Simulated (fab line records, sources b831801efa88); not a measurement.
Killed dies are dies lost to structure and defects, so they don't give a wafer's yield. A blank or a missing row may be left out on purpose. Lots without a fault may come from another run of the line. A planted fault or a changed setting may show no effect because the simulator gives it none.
fab line records | flow sky130
record lots=5 wafers=15 last_day=48
route steps=708 shown VT_ADJUST_HVTP@94 VT_ADJUST_LVTN@97 VT_ADJUST_NCORE@119
lots that met no fault: from a run of the same line without faults
start_h: hours from the record's first day to the start of the lot's first wafer shown | wait_h: hours since the lot's step before | " the same as in the row above | L1.1+2: a row that stands for several wafers | - no value, or no start given | * or withheld: withheld | < > ~ a bound
route shown NAME@n: a module of which the file shows steps, and the number in the route of the first | usual: mean/standard deviation of fault-free wafers | same: alike in all rows | chamber/n: place in a boat | sites: the reading at each site | _std_site: their standard deviation | _edge_site: outer sites' mean less inner sites' | radius_mm: how far each site lies from the wafer's centre | mask NAME#n: copy n | behind: the tool/chamber that last shaped the wafer | hold: why the lot was held/for how many hours/how that ended | device: the transistor (n, p or np) that didn't switch | end of line: the same wafers' tests at the end of the route | a step without rows: its recipe alone | killed: dies lost to structure and defects at the first sort, not the wafer's yield | map: a wafer's dies, x killed, . not, _ none there
set.NAME: the setting as run; set.NAME@STEP: as run at that earlier step | model.NAME: the simulator's own value behind a step, which no gauge read
lots at some steps of the route; a table a step, a row a wafer
services: from which hour (start_h, from the record's first day; less than 0 if before it) a tool's chamber was out of use, for how many hours, and why
## steps
# step SKY_VT_ADJUST_HVTP_IMPLANT_09
# recipe species=As energy_kev=150 dose_cm2=4.3e+12 tilt_deg=withheld
# step SKY_VT_ADJUST_HVTP_STRIP_10
# recipe chemistry=O2/N2 power_w=1400 pressure_mtorr=1500 platen_temp_c=withheld o2_flow_sccm=3000 n2_flow_sccm=300 overash_fraction=0.5
# usual chamber_pressure_mTorr=1500.1/1.5 drypump_motor_current_A=5.5/0.44 oes_product_au=0.715/0.0044 strip_time_to_endpoint_s=14.18/0.039
# columns lot.wafer tool chamber start_h wait_h chamber_pressure_mTorr drypump_motor_current_A oes_product_au rf_hours_counter_h strip_time_to_endpoint_s
L159.1 plasma_asher-02 0 126.08 0.1 1498.4 6.0 0.712 33 14.21
L159.2 " 1 " " 1499.3 6.1 0.712 33 14.18
L159.5 " 0 " " 1499.8 6.0 0.711 - 14.21
L168.1 plasma_asher-03 0 188.11 0.1 1501.3 4.8 0.708 50 14.18
L168.3 " 0 " " 1500.1 4.8 0.719 - 14.22
L168.6 " 1 " " 1498.5 5.5 0.716 - 14.19
L169.1 plasma_asher-01 0 189.70 0.1 1502.6 5.5 0.709 7 14.23
L169.2 " 1 " " 1499.9 5.2 0.726 7 14.28
L169.3 " 1 " " 1499.6 5.2 0.719 - 14.27
L171.2 plasma_asher-03 1 205.85 0.1 1501.4 5.5 0.710 52 14.18
L171.3 " 1 " " 1499.9 5.5 0.718 - 14.16
L171.5 " 0 " " 1501.4 4.8 0.715 - 14.15
L172.4 plasma_asher-03 1 216.28 0.1 1501.2 5.5 0.705 - 14.18
L172.5 " 1 " " 1498.8 5.5 0.717 - 14.17
L172.6 " 0 " " 1500.4 4.8 0.720 - 14.17
# step SKY_VT_ADJUST_HVTP_TW_MEAS_11
# usual VT_ADJUST_HVTP_TW=1359/9.7
# columns lot.wafer tool chamber start_h wait_h VT_ADJUST_HVTP_TW
L159.1 film_metro-02 - 126.18 0.1 1347
L159.2 " - " " 1344
L159.5 " - " " 1337
L168.1 film_metro-03 - 188.21 0.1 1359
L168.3 " - " " 1355
L168.6 " - " " 1361
L169.1 film_metro-04 - 189.80 0.1 1365
L169.2 " - " " 1362
L169.3 " - " " 1363
L171.2 film_metro-02 - 205.96 0.1 1356
L171.3 " - " " 1342
L171.5 " - " " 1351
L172.4 film_metro-02 - 216.39 0.1 1350
L172.5 " - " " 1348
L172.6 " - " " 1355
# step SKY_VT_ADJUST_LVTN_DEHYDRATE_00
# recipe temp_c=200 time_s=60
# step SKY_VT_ADJUST_LVTN_HMDS_01
# recipe prime_time_s=60 prime_temp_c=120
# step SKY_VT_ADJUST_LVTN_COAT_02
# recipe spin_rpm=2000 resist_thk_nm=3000
# step SKY_VT_ADJUST_LVTN_SOFTBAKE_03
# recipe temp_c=110 time_s=withheld
# step SKY_VT_ADJUST_LVTN_EXPOSE_04
# recipe mask_id=NWM_COMPLEMENT_LESS_NATIVE na=0.6 source_shape=conventional sigma_outer=0.6 polarization=unpolarized target_cd_nm=840 dose_mj=194
# step SKY_VT_ADJUST_LVTN_PEB_05
# recipe temp_c=115 time_s=withheld
# step SKY_VT_ADJUST_LVTN_DEVELOP_06
# recipe wall_angle_deg=90 developer=TMAH develop_time_s=60 dev_temp_c=23
# step SKY_VT_ADJUST_LVTN_OVL_MEAS_07
# usual VT_ADJUST_LVTN_OVL=0.7/1.2
# columns lot.wafer tool chamber start_h wait_h VT_ADJUST_LVTN_OVL[nm]
L159.1 overlay-02 - 146.25 - 0.3
L159.2 " - " " 1.7
L159.5 " - " " 1.3
L168.1 overlay-02 - 210.16 - 1.2
L168.3 " - " " 1.7
L168.6 " - " " 0.9
L169.1 overlay-01 - 212.36 - 1.1
L169.2 " - " " 1.4
L169.3 " - " " 2.1
L171.2 overlay-02 - 229.51 - -0.6
L171.3 " - " " 0.6
L171.5 " - " " 1.2
L172.4 overlay-02 - 238.81 - -0.5
L172.5 " - " " -0.4
L172.6 " - " " 0.3
# step SKY_VT_ADJUST_LVTN_IMPLANT_08
# recipe species=B energy_kev=30 dose_cm2=1.57e+12 tilt_deg=withheld
# step SKY_VT_ADJUST_LVTN_STRIP_09
# recipe chemistry=O2/N2 power_w=1400 pressure_mtorr=1500 platen_temp_c=withheld o2_flow_sccm=3000 n2_flow_sccm=300 overash_fraction=0.5
# usual chamber_pressure_mTorr=1500.1/1.4 drypump_motor_current_A=5.7/0.34 oes_product_au=0.722/0.0044 strip_time_to_endpoint_s=36.97/0.087
# columns lot.wafer tool chamber start_h wait_h chamber_pressure_mTorr drypump_motor_current_A oes_product_au rf_hours_counter_h strip_time_to_endpoint_s model.coat_of_VT_ADJUST_LVTN_COAT_02.thk_nm
L159.1 plasma_asher-01 0 146.44 0.1 1500.8 5.5 0.729 3 36.99 0
L159.2 " 1 " " 1499.1 5.2 0.721 3 36.96 0
L159.5 " 0 " " 1499.3 5.6 0.725 - 36.90 0
L168.1 plasma_asher-02 0 210.34 0.1 1498.8 6.0 0.726 42 36.91 0
L168.3 " 0 " " 1502.2 6.0 0.718 - 36.84 0
L168.6 " 1 " " 1501.3 6.1 0.724 - 36.70 0
L169.1 plasma_asher-01 0 212.54 0.1 1499.3 5.5 0.910 8 - 1920
L169.2 " 1 " " 1499.3 5.2 0.908 8 - 1921
L169.3 " 1 " " 1501.0 5.2 0.910 - - 1919
L171.2 plasma_asher-02 1 229.69 0.1 1497.4 6.1 0.737 44 36.99 0
L171.3 " 1 " " 1500.0 6.1 0.724 - 37.00 0
L171.5 " 1 " " 1499.9 6.1 0.719 - 37.17 0
L172.4 plasma_asher-02 1 239.01 0.1 1500.3 6.1 0.731 - 36.95 0
L172.5 " 1 " " 1500.9 6.2 0.728 - 37.09 0
L172.6 " 0 " " 1499.5 6.0 0.724 - 37.00 0
# step SKY_VT_ADJUST_LVTN_TW_MEAS_10
# usual VT_ADJUST_LVTN_TW=242.6/1.2
# columns lot.wafer tool chamber start_h wait_h VT_ADJUST_LVTN_TW
L159.1 film_metro-04 - 146.54 0.1 244.8
L159.2 " - " " 245.4
L159.5 " - " " 243.4
L168.1 film_metro-04 - 210.44 0.1 242.3
L168.3 " - " " 242.2
L168.6 " - " " 241.7
L169.1 film_metro-01 - 212.64 0.1 241.0
L169.2 " - " " 242.2
L169.3 " - " " 241.4
L171.2 film_metro-03 - 229.80 0.1 243.7
L171.3 " - " " 243.1
L171.5 " - " " 243.2
L172.4 film_metro-03 - 239.11 0.1 242.1
L172.5 " - " " 244.5
L172.6 " - " " 243.4
# step SKY_VT_ADJUST_LVTN_DEHYDRATE_11
# recipe temp_c=200 time_s=60
# step SKY_VT_ADJUST_LVTN_HMDS_12
# recipe prime_time_s=60 prime_temp_c=120
# step SKY_VT_ADJUST_LVTN_COAT_13
# recipe resist=NOVOLAK spin_rpm=3000 resist_thk_nm=1140
# step SKY_VT_ADJUST_LVTN_SOFTBAKE_14
# recipe temp_c=90 time_s=60 resist=NOVOLAK
# step SKY_VT_ADJUST_LVTN_EXPOSE_15
# recipe mask_id=HVN_STD_DERIVED na=0.6 source_shape=conventional sigma_outer=0.6 polarization=unpolarized target_cd_nm=600 dose_mj=163
# step SKY_VT_ADJUST_LVTN_PEB_16
# recipe temp_c=withheld time_s=* resist=NOVOLAK
# step SKY_VT_ADJUST_LVTN_DEVELOP_17
# recipe resist=NOVOLAK developer=TMAH develop_time_s=60 dev_temp_c=23
# step SKY_VT_ADJUST_LVTN_OVL_MEAS_18
# usual VT_ADJUST_LVTN_01_OVL=-0.4/1.4
# columns lot.wafer tool chamber start_h wait_h VT_ADJUST_LVTN_01_OVL[nm]
L159.1 overlay-02 - 166.69 0.1 2.3
L159.2 " - " " 0.5
L159.5 " - " " 0.1
L168.1 overlay-02 - 233.56 0.1 -0.8
L168.3 " - " " -1.1
L168.6 " - " " 0.9
L169.1 overlay-02 - 235.41 0.1 -2.4
L169.2 " - " " -2.2
L169.3 " - " " -0.2
L171.2 overlay-01 - 252.45 0.1 -4.3
L171.3 " - " " -0.4
L171.5 " - " " -0.8
L172.4 overlay-01 - 262.07 0.1 0.3
L172.5 " - " " -1.0
L172.6 " - " " -1.0
# step SKY_VT_ADJUST_LVTN_IMPLANT_19
# recipe species=B energy_kev=30 dose_cm2=6.5e+11 tilt_deg=withheld
# step SKY_VT_ADJUST_LVTN_STRIP_20
# recipe chemistry=O2/N2 power_w=1400 pressure_mtorr=1500 platen_temp_c=withheld o2_flow_sccm=3000 n2_flow_sccm=300 overash_fraction=0.5
# usual chamber_pressure_mTorr=1500.4/2.9 drypump_motor_current_A=5.7/0.34 oes_product_au=0.715/0.0043 strip_time_to_endpoint_s=14.17/0.047
# columns lot.wafer tool chamber start_h wait_h chamber_pressure_mTorr drypump_motor_current_A oes_product_au rf_hours_counter_h strip_time_to_endpoint_s
L159.1 plasma_asher-02 0 166.88 0.1 1497.1 6.0 0.715 38 14.19
L159.2 " 1 " " 1500.8 6.1 0.718 38 14.16
L159.5 " 0 " " 1499.7 6.0 0.714 - 14.15
L168.1 plasma_asher-01 0 233.74 0.1 1499.5 5.5 0.713 10 14.14
L168.3 " 1 " " 1502.5 5.2 0.727 - 14.15
L168.6 " 0 " " 1501.9 5.5 0.713 - 14.11
L169.1 plasma_asher-02 1 235.59 0.1 1510.9 6.1 0.724 45 42.84
L169.2 " 0 " " 1501.4 6.0 0.726 45 42.79
L169.3 " 1 " " 1499.9 6.1 0.727 - 42.81
L171.2 plasma_asher-04 0 252.63 0.1 1500.8 5.3 0.720 57 14.16
L171.3 " 1 " " 1501.9 5.6 0.714 - 14.10
L171.5 " 1 " " 1499.1 5.6 0.717 - 14.17
L172.4 plasma_asher-02 1 262.27 0.1 1499.2 6.1 0.720 - 14.17
L172.5 " 1 " " 1501.5 6.1 0.717 - 14.19
L172.6 " 0 " " 1499.8 6.0 0.699 - 14.18
# step SKY_VT_ADJUST_LVTN_TW_MEAS_21
# usual VT_ADJUST_LVTN_2_TW=189.2/0.97
# columns lot.wafer tool chamber start_h wait_h VT_ADJUST_LVTN_2_TW
L159.1 film_metro-03 - 166.98 0.1 188.5
L159.2 " - " " 188.7
L159.5 " - " " 188.7
L168.1 film_metro-04 - 233.84 0.1 189.3
L168.3 " - " " 189.6
L168.6 " - " " 190.9
L169.1 film_metro-03 - 235.69 0.1 30.2
L169.2 " - " " 30.3
L169.3 " - " " 30.3
L171.2 film_metro-04 - 252.74 0.1 190.5
L171.3 " - " " 188.7
L171.5 " - " " 189.9
L172.4 film_metro-04 - 262.37 0.1 189.9
L172.5 " - " " 189.3
L172.6 " - " " 189.6
# step SKY_VT_ADJUST_NCORE_DEHYDRATE_00
# recipe temp_c=200 time_s=60
## services
# columns tool chamber start_h hours kind
plasma_asher-01 - 108.75 9.0 pm
plasma_asher-01 0 108.75 9.0 vent_cycle
plasma_asher-01 1 108.75 9.0 vent_cycle
plasma_asher-01 0 117.75 - clean
plasma_asher-01 1 117.75 - clean
plasma_asher-03 - 142.37 0.4 repair
plasma_asher-01 - 144.33 2.0 repair
plasma_asher-01 - 190.93 14.6 pm
## key
first_sign step=SKY_VT_ADJUST_LVTN_STRIP_09 reading=oes_product_au direction=up sigmas=43 usual=0.722 struck=0.909
effect step=SKY_VT_ADJUST_LVTN_STRIP_20 reading=strip_time_to_endpoint_s direction=up sigmas=99+ usual=* struck=*
effect step=SKY_VT_ADJUST_LVTN_TW_MEAS_21 reading=VT_ADJUST_LVTN_2_TW direction=down sigmas=99+ usual=189.2 struck=30.3
model_effect step=SKY_VT_ADJUST_LVTN_STRIP_09 value=coat_of_VT_ADJUST_LVTN_COAT_02.thk_nm without=0 struck=1920
met_at SKY_VT_ADJUST_LVTN_STRIP_09
struck_wafers L169.1,L169.2,L169.3
sort_left_out L169.1,L169.2,L169.3
tester_left_out L169
onset_between 146.44 212.54
fault kind=strip_aborted tool=plasma_asher-01 chamber=- onset_h=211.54 steps=SKY_VT_ADJUST_LVTN_STRIP_09 offset=0.84896 end_h=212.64
# tester_left_out: of these lots the tester's yield and bins aren't shown, on N5 and GAA mostly nor the transistor test; their killed dies are dies lost to structure and defects alone, not to doping, threshold or leakage, so they don't give the yield
# sort_left_out: the simulated sort isn't trusted on such a fault, so these wafers' sort isn't shown, and their yield isn't known
